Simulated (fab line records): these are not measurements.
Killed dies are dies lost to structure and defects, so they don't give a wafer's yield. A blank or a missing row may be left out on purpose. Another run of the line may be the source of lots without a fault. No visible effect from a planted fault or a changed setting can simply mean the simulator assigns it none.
Chamber matching || flow sky130 || 4 sister chambers for SKY_VIA4_CMP_02 on cmp-01
The step polishes SiO2. 22 wafers are shown with their chamber, then 11 later ones without.

WAFERS PAIRED WITH THEIR CHAMBERS
{"wafer": "L076.3", "chamber": 3, "motor current A (A)": 11.5, "slurry flow ml min": 150.6, "edge zone pressure frac": 1.002}
{"wafer": "L076.4", "chamber": 0, "motor current A (A)": 11.8, "slurry flow ml min": 150.4, "edge zone pressure frac": 0.997}
{"wafer": "L076.6", "chamber": 0, "motor current A (A)": 11.9, "slurry flow ml min": 150.7, "edge zone pressure frac": 1.005}
{"wafer": "L080.1", "chamber": 3, "motor current A (A)": 11.7, "slurry flow ml min": 149.9, "edge zone pressure frac": 0.992}
{"wafer": "L080.2", "chamber": 2, "motor current A (A)": 13.9, "slurry flow ml min": 150.7, "edge zone pressure frac": 0.999}
{"wafer": "L080.6", "chamber": 2, "motor current A (A)": 14.5, "slurry flow ml min": 150.6, "edge zone pressure frac": 0.994}
{"wafer": "L084.2", "chamber": 2, "motor current A (A)": 13.2, "slurry flow ml min": 150.3, "edge zone pressure frac": 1.005}
{"wafer": "L084.4", "chamber": 3, "motor current A (A)": 11.7, "slurry flow ml min": 151.0, "edge zone pressure frac": 1.001}
{"wafer": "L084.6", "chamber": 1, "motor current A (A)": 11.1, "slurry flow ml min": 149.2, "edge zone pressure frac": 1.005}
{"wafer": "L085.2", "chamber": 1, "motor current A (A)": 10.3, "slurry flow ml min": 149.7, "edge zone pressure frac": 0.990}
{"wafer": "L085.3", "chamber": 3, "motor current A (A)": 11.5, "slurry flow ml min": 150.1, "edge zone pressure frac": 0.996}
{"wafer": "L085.5", "chamber": 3, "motor current A (A)": 12.1, "slurry flow ml min": 150.5, "edge zone pressure frac": 1.002}
{"wafer": "L087.3", "chamber": 1, "motor current A (A)": 10.1, "slurry flow ml min": 150.5, "edge zone pressure frac": 0.998}
{"wafer": "L087.5", "chamber": 1, "motor current A (A)": 10.4, "slurry flow ml min": 150.3, "edge zone pressure frac": 0.994}
{"wafer": "L087.6", "chamber": 2, "motor current A (A)": 13.8, "slurry flow ml min": 150.3, "edge zone pressure frac": 0.995}
{"wafer": "L089.1", "chamber": 0, "motor current A (A)": 11.8, "slurry flow ml min": 150.3, "edge zone pressure frac": 1.001}
{"wafer": "L089.2", "chamber": 1, "motor current A (A)": 10.7, "slurry flow ml min": 150.1, "edge zone pressure frac": 1.008}
{"wafer": "L089.6", "chamber": 3, "motor current A (A)": 12.2, "slurry flow ml min": 149.7, "edge zone pressure frac": 1.007}
{"wafer": "L090.1", "chamber": 0, "motor current A (A)": 12.3, "slurry flow ml min": 150.1, "edge zone pressure frac": 0.998}
{"wafer": "L090.3", "chamber": 2, "motor current A (A)": 14.5, "slurry flow ml min": 150.7, "edge zone pressure frac": 1.000}
{"wafer": "L090.5", "chamber": 3, "motor current A (A)": 11.7, "slurry flow ml min": 150.6, "edge zone pressure frac": 1.001}
{"wafer": "L092.3", "chamber": 3, "motor current A (A)": 11.6, "slurry flow ml min": 149.3, "edge zone pressure frac": 1.006}

SIGNATURES (means of the wafers above)
{"reading": "motor current A", "chamber 0": 11.950, "chamber 1": 10.520, "chamber 2": 13.980, "chamber 3": 11.750, "scatter within a chamber": 0.369}
{"reading": "slurry flow ml min", "chamber 0": 150.375, "chamber 1": 149.960, "chamber 2": 150.520, "chamber 3": 150.213, "scatter within a chamber": 0.449}
{"reading": "edge zone pressure frac", "chamber 0": 1.00025, "chamber 1": 0.99900, "chamber 2": 0.99860, "chamber 3": 1.00087, "scatter within a chamber": 0.00532}
Rule: for each reading, subtract the chamber's mean from the wafer's reading, divide by that reading's scatter and square the result; add these up over the readings and take the root, which gives the wafer's distance from the chamber. If the next closest chamber is less than 2 further off than the closest, the wafer can't be placed; otherwise it belongs to the closest. The scatter: take each reading less its chamber's mean, square it, sum over the shown wafers, divide by the number of wafers less the number of chambers, and take the root.

WAFERS WHOSE CHAMBER IS MISSING
{"wafer": "L092.5", "motor current A (A)": 10.0, "slurry flow ml min": 150.0, "edge zone pressure frac": 1.000}
{"wafer": "L092.6", "motor current A (A)": 11.7, "slurry flow ml min": 149.5, "edge zone pressure frac": 1.005}
{"wafer": "L095.2", "motor current A (A)": 13.4, "slurry flow ml min": 149.9, "edge zone pressure frac": 1.007}
{"wafer": "L095.5", "motor current A (A)": 9.9, "slurry flow ml min": 150.5, "edge zone pressure frac": 0.999}
{"wafer": "L095.6", "motor current A (A)": 11.9, "slurry flow ml min": 149.9, "edge zone pressure frac": 0.996}
{"wafer": "L094.1", "motor current A (A)": 14.3, "slurry flow ml min": 150.3, "edge zone pressure frac": 0.996}
{"wafer": "L094.2", "motor current A (A)": 10.5, "slurry flow ml min": 150.3, "edge zone pressure frac": 1.000}
{"wafer": "L094.4", "motor current A (A)": 11.0, "slurry flow ml min": 149.9, "edge zone pressure frac": 0.997}
{"wafer": "L096.1", "motor current A (A)": 11.6, "slurry flow ml min": 150.2, "edge zone pressure frac": 0.996}
{"wafer": "L096.3", "motor current A (A)": 10.3, "slurry flow ml min": 150.1, "edge zone pressure frac": 0.988}
{"wafer": "L096.5", "motor current A (A)": 12.0, "slurry flow ml min": 149.4, "edge zone pressure frac": 0.995}

EACH ONE'S CHAMBER
{"wafer": "L092.5", "from the rows above": 1, "in truth": 1}
{"wafer": "L092.6", "from the rows above": "can't be placed: 3 or 0 or 1", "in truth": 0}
{"wafer": "L095.2", "from the rows above": "can't be placed: 2 or 0", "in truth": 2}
{"wafer": "L095.5", "from the rows above": 1, "in truth": 1}
{"wafer": "L095.6", "from the rows above": "can't be placed: 3 or 0", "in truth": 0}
{"wafer": "L094.1", "from the rows above": 2, "in truth": 2}
{"wafer": "L094.2", "from the rows above": 1, "in truth": 1}
{"wafer": "L094.4", "from the rows above": "can't be placed: 1 or 3 or 0", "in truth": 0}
{"wafer": "L096.1", "from the rows above": "can't be placed: 3 or 0", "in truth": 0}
{"wafer": "L096.3", "from the rows above": 1, "in truth": 1}
{"wafer": "L096.5", "from the rows above": "can't be placed: 3 or 0", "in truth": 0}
Correctly placed: 5 of 11. Not placeable from these rows: 6 (in 6, the candidates include the true chamber). Placed wrongly: 0.
